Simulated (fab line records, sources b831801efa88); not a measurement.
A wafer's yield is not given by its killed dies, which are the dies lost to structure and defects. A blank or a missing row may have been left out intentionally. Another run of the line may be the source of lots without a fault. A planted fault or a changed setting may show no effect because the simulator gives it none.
Chamber matching -- flow sky130 -- SKY_VIA2_CMP_02 on cmp-01: 4 sister chambers
The step polishes SiO2. 4 wafers are shown with their chamber, then 7 later ones without.

== EACH WAFER AND ITS CHAMBER ==
wafer,chamber,motor_current_A (A)
L970.1,3,12.4
L972.5,0,14.0
L974.1,2,12.1
L974.2,1,14.5

== WAFERS WITHOUT THEIR CHAMBER ==
wafer,motor_current_A (A)
L974.5,13.1
L980.1,13.8
L980.3,14.5
L980.5,14.0
L985.1,13.5
L985.4,14.1
L985.5,13.7

== CHAMBER TAKEN BY EACH ==
wafer,from the rows above,in truth
L974.5,can't be placed: 3 or 0 or 2 or 1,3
L980.1,can't be placed: 0 or 1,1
L980.3,can't be placed: 1 or 0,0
L980.5,can't be placed: 0 or 1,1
L985.1,can't be placed: 0 or 1 or 3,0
L985.4,can't be placed: 0 or 1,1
L985.5,can't be placed: 0 or 1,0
0 of 7 placed correctly. Unplaceable from these rows: 7, with the true chamber sitting among the candidates in 7. Number placed wrongly: 0.
How it was worked out, from the rows above alone: a wafer's distance from a chamber is the root of the sum, over the readings, of the square of ((its reading less the chamber's mean) divided by the reading's scatter). If the next closest chamber is less than 2 further off than the closest, the wafer can't be placed; otherwise it belongs to the closest. The mean given for a chamber averages the wafers shown for that chamber. The scatter: root of mean squared gap, hidden wafer to nearest shown wafer, with one shown wafer a chamber.
